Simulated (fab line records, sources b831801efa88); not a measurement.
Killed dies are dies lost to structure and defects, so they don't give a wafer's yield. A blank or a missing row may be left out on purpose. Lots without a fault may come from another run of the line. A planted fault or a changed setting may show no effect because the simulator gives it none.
Chamber matching | flow gf180mcu | GF_V3_CMP_04 on cmp-01: 4 sister chambers
The step polishes SiO2. 4 wafers are shown with their chamber, then 12 later ones without.

WAFERS WITH THEIR CHAMBER
wafer  | chamber | motor_current_A (A)
L089.6 | 0       | 14.3
L093.4 | 1       | 12.8
L093.5 | 3       | 12.8
L093.6 | 2       | 11.5

WAFERS WITHOUT THEIR CHAMBER
wafer  | motor_current_A (A)
L092.3 | 12.1
L092.4 | 14.1
L092.5 | 12.7
L094.1 | 12.0
L094.4 | 12.7
L094.6 | 14.4
L095.1 | 13.2
L095.2 | 12.4
L095.6 | 13.4
L096.2 | 11.6
L096.3 | 12.1
L096.4 | 12.6

WHICH CHAMBER EACH WENT THROUGH
wafer  | from the rows above          | in truth
L092.3 | can't be placed: 2 or 1 or 3 | 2
L092.4 | 0                            | 0
L092.5 | can't be placed: 1 or 3      | 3
L094.1 | can't be placed: 2 or 1 or 3 | 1
L094.4 | can't be placed: 1 or 3      | 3
L094.6 | 0                            | 0
L095.1 | can't be placed: 1 or 3 or 0 | 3
L095.2 | can't be placed: 1 or 3 or 2 | 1
L095.6 | can't be placed: 1 or 3 or 0 | 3
L096.2 | 2                            | 2
L096.3 | can't be placed: 2 or 1 or 3 | 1
L096.4 | can't be placed: 1 or 3      | 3
Placed correctly: 3 of 12. Can't be placed from these rows: 9 (the true chamber is among the candidates in 9). Placed wrongly: 0.
How it was worked out, from the rows above alone: a wafer's distance from a chamber is the root of the sum, over the readings, of the square of ((its reading less the chamber's mean) divided by the reading's scatter). The wafer belongs to the nearest chamber; if the next one is less than 2 further off, it can't be placed. A chamber's mean is the mean of its shown wafers. The scatter: with one shown wafer a chamber, the root of the mean of the squares of how far each hidden wafer lies from its nearest shown one.
